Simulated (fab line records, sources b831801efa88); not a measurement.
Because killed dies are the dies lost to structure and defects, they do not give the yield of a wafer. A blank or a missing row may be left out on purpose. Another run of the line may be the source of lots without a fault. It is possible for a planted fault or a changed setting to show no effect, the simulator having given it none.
Which tool was responsible? || flow gf180mcu || 13 lots, 39 wafers sampled, at 5 steps of a route of 602

## WHAT THE GAUGES READ, wafer by wafer
GF_HV_LDD_TW_MEAS_50. Usual: HV_LDD_4_TW 579, standard deviation 3.6.
{"lot": "L133", "measured": "day 13 00:21", "on": "film_metro-02", "HV_LDD_4_TW": "576 577 578", "flag": ""}
{"lot": "L134", "measured": "day 13 17:47", "on": "film_metro-01", "HV_LDD_4_TW": "582 580 581", "flag": ""}
{"lot": "L135", "measured": "day 13 22:37", "on": "film_metro-01", "HV_LDD_4_TW": "583 584 577", "flag": ""}
{"lot": "L137", "measured": "day 14 10:51", "on": "film_metro-02", "HV_LDD_4_TW": "579 578 582", "flag": ""}
{"lot": "L136", "measured": "day 14 11:11", "on": "film_metro-01", "HV_LDD_4_TW": "582 585 584", "flag": ""}
{"lot": "L138", "measured": "day 14 15:56", "on": "film_metro-02", "HV_LDD_4_TW": "581 578 577", "flag": ""}
{"lot": "L141", "measured": "day 15 20:03", "on": "film_metro-01", "HV_LDD_4_TW": "567 580 580", "flag": ""}
{"lot": "L149", "measured": "day 18 14:53", "on": "film_metro-01", "HV_LDD_4_TW": "585 587 584", "flag": ""}
{"lot": "L150", "measured": "day 18 19:57", "on": "film_metro-03", "HV_LDD_4_TW": "575 574 577", "flag": ""}
{"lot": "L151", "measured": "day 19 02:21", "on": "film_metro-03", "HV_LDD_4_TW": "579 580 577", "flag": ""}
{"lot": "L152", "measured": "day 19 09:20", "on": "film_metro-03", "HV_LDD_4_TW": "579 580 581", "flag": ""}
{"lot": "L153", "measured": "day 19 23:04", "on": "film_metro-03", "HV_LDD_4_TW": "579 577 581", "flag": ""}
{"lot": "L154", "measured": "day 20 04:53", "on": "film_metro-01", "HV_LDD_4_TW": "576 578 574", "flag": ""}

GF_V2_CD_MEAS_14: target cd 260 nm. Usual: 259.7 nm for cd_nm, sd 1.1.
{"lot": "L133", "measured": "day 21 03:14", "on": "cd_sem-01", "cd_nm (nm)": "258.6 259.2 258.2", "flag": ""}
{"lot": "L134", "measured": "day 22 00:56", "on": "cd_sem-02", "cd_nm (nm)": "259.6 259.9 259.2", "flag": ""}
{"lot": "L135", "measured": "day 22 05:16", "on": "cd_sem-01", "cd_nm (nm)": "259.8 257.7 258.9", "flag": ""}
{"lot": "L137", "measured": "day 22 19:02", "on": "cd_sem-01", "cd_nm (nm)": "260.3 261.1 261.3", "flag": ""}
{"lot": "L136", "measured": "day 22 22:24", "on": "cd_sem-02", "cd_nm (nm)": "258.9 259.0 257.3", "flag": ""}
{"lot": "L138", "measured": "day 23 01:00", "on": "cd_sem-02", "cd_nm (nm)": "260.8 259.3 258.5", "flag": ""}
{"lot": "L141", "measured": "day 24 04:14", "on": "cd_sem-01", "cd_nm (nm)": "259.5 260.2 259.2", "flag": ""}
{"lot": "L149", "measured": "day 26 17:22", "on": "cd_sem-01", "cd_nm (nm)": "258.1 258.2 259.8", "flag": ""}
{"lot": "L150", "measured": "day 26 23:59", "on": "cd_sem-02", "cd_nm (nm)": "259.5 260.8 260.0", "flag": ""}
{"lot": "L151", "measured": "day 27 04:06", "on": "cd_sem-01", "cd_nm (nm)": "259.2 259.3 260.2", "flag": ""}
{"lot": "L152", "measured": "day 27 10:32", "on": "cd_sem-01", "cd_nm (nm)": "259.3 259.2 259.7", "flag": ""}
{"lot": "L153", "measured": "day 27 23:11", "on": "cd_sem-02", "cd_nm (nm)": "261.0 261.1 261.3", "flag": ""}
{"lot": "L154", "measured": "day 28 03:05", "on": "cd_sem-01", "cd_nm (nm)": "261.4 261.3 261.6", "flag": ""}

GF_V3_OVL_MEAS_15. Usual: V3_OVL 1 nm, standard deviation 6.5.
{"lot": "L133", "measured": "day 23 06:16", "on": "overlay-01", "V3_OVL (nm)": "-2 0 1", "flag": ""}
{"lot": "L134", "measured": "day 24 02:44", "on": "overlay-01", "V3_OVL (nm)": "9 9 7", "flag": ""}
{"lot": "L135", "measured": "day 24 05:58", "on": "overlay-02", "V3_OVL (nm)": "7 10 14", "flag": ""}
{"lot": "L137", "measured": "day 24 19:16", "on": "overlay-02", "V3_OVL (nm)": "10 11 4", "flag": ""}
{"lot": "L136", "measured": "day 24 23:29", "on": "overlay-01", "V3_OVL (nm)": "3 8 9", "flag": ""}
{"lot": "L138", "measured": "day 25 01:05", "on": "overlay-02", "V3_OVL (nm)": "8 7 9", "flag": ""}
{"lot": "L141", "measured": "day 26 03:28", "on": "overlay-02", "V3_OVL (nm)": "-12 -12 -11", "flag": ""}
{"lot": "L149", "measured": "day 28 12:57", "on": "overlay-01", "V3_OVL (nm)": "9 8 4", "flag": ""}
{"lot": "L150", "measured": "day 28 19:16", "on": "overlay-02", "V3_OVL (nm)": "-8 -9 -8", "flag": ""}
{"lot": "L151", "measured": "day 28 23:31", "on": "overlay-02", "V3_OVL (nm)": "-4 1 -4", "flag": ""}
{"lot": "L152", "measured": "day 29 05:37", "on": "overlay-02", "V3_OVL (nm)": "-3 -1 -9", "flag": ""}
{"lot": "L153", "measured": "day 29 18:10", "on": "overlay-02", "V3_OVL (nm)": "11 11 6", "flag": ""}
{"lot": "L154", "measured": "day 29 21:57", "on": "overlay-01", "V3_OVL (nm)": "7 2 -1", "flag": ""}

GF_V3_THK_MEAS_25: measures by xrf. Usual: V3_W_THK 359 nm, standard deviation 4.9.
{"lot": "L133", "measured": "day 23 07:17", "on": "film_metro-04", "V3_W_THK (nm)": "352 347 349", "flag": ""}
{"lot": "L134", "measured": "day 24 03:52", "on": "film_metro-03", "V3_W_THK (nm)": "363 360 360", "flag": ""}
{"lot": "L135", "measured": "day 24 07:00", "on": "film_metro-04", "V3_W_THK (nm)": "352 354 357", "flag": ""}
{"lot": "L137", "measured": "day 24 20:19", "on": "film_metro-04", "V3_W_THK (nm)": "361 363 361", "flag": ""}
{"lot": "L136", "measured": "day 25 00:38", "on": "film_metro-04", "V3_W_THK (nm)": "360 356 357", "flag": ""}
{"lot": "L138", "measured": "day 25 02:10", "on": "film_metro-01", "V3_W_THK (nm)": "359 355 361", "flag": ""}
{"lot": "L141", "measured": "day 26 04:29", "on": "film_metro-04", "V3_W_THK (nm)": "356 353 356", "flag": ""}
{"lot": "L149", "measured": "day 28 14:01", "on": "film_metro-04", "V3_W_THK (nm)": "363 361 357", "flag": ""}
{"lot": "L150", "measured": "day 28 20:17", "on": "film_metro-01", "V3_W_THK (nm)": "375 367 365", "flag": ""}
{"lot": "L151", "measured": "day 29 00:34", "on": "film_metro-03", "V3_W_THK (nm)": "353 355 353", "flag": ""}
{"lot": "L152", "measured": "day 29 06:40", "on": "film_metro-03", "V3_W_THK (nm)": "363 365 355", "flag": ""}
{"lot": "L153", "measured": "day 29 19:13", "on": "film_metro-04", "V3_W_THK (nm)": "350 357 350", "flag": ""}
{"lot": "L154", "measured": "day 29 22:59", "on": "film_metro-04", "V3_W_THK (nm)": "361 362 356", "flag": ""}

## WHICH TOOL RAN EACH LOT (tool, then ch and the chambers of the sampled wafers, then the start)
{"lot": "L133", "GF_HV_LDD_IMPLANT_48": "implanter-02 ch 0, day 13 00:06"}
{"lot": "L134", "GF_HV_LDD_IMPLANT_48": "implanter-02 ch 0, day 13 17:34"}
{"lot": "L135", "GF_HV_LDD_IMPLANT_48": "implanter-02 ch 0, day 13 22:22"}
{"lot": "L137", "GF_HV_LDD_IMPLANT_48": "implanter-02 ch 0, day 14 10:36"}
{"lot": "L136", "GF_HV_LDD_IMPLANT_48": "implanter-01 ch 0, day 14 10:58"}
{"lot": "L138", "GF_HV_LDD_IMPLANT_48": "implanter-02 ch 0, day 14 15:43"}
{"lot": "L141", "GF_HV_LDD_IMPLANT_48": "implanter-02 ch 0, day 15 19:48"}
{"lot": "L149", "GF_HV_LDD_IMPLANT_48": "implanter-01 ch 0, day 18 14:38"}
{"lot": "L150", "GF_HV_LDD_IMPLANT_48": "implanter-02 ch 0, day 18 19:42"}
{"lot": "L151", "GF_HV_LDD_IMPLANT_48": "implanter-01 ch 0, day 19 02:07"}
{"lot": "L152", "GF_HV_LDD_IMPLANT_48": "implanter-02 ch 0, day 19 09:05"}
{"lot": "L153", "GF_HV_LDD_IMPLANT_48": "implanter-03 ch 0, day 19 22:50"}
{"lot": "L154", "GF_HV_LDD_IMPLANT_48": "implanter-02 ch 0, day 20 04:38"}
- GF_HV_LDD_IMPLANT_48

## AS READ BY THE TOOLS THEMSELVES (means over the sampled wafers that have a number; for cases with no such wafer, the mark the record gives instead)
The record holds no such reading with a usual standard deviation.

## THE ANSWER, worked out from the rows above alone
Rule: take the mean of a lot's wafers that have a number; if it is more than 3 standard deviations from the usual mean, the lot is off. A lot without any number at a reading at which 4 lots or more have one is off too. The other lots that the step has rows for count as sound. The gauges are gone through in route order, then the tools' own readings, and for those a lot's mean is taken as printed above. At the first step where some lot is off, the reading lying furthest off is the one used; lots without a number count as furthest.
Across all readings shown, no lot is off: no conclusion can be drawn from this.

## WHAT THE SIMULATOR HAD INSERTED
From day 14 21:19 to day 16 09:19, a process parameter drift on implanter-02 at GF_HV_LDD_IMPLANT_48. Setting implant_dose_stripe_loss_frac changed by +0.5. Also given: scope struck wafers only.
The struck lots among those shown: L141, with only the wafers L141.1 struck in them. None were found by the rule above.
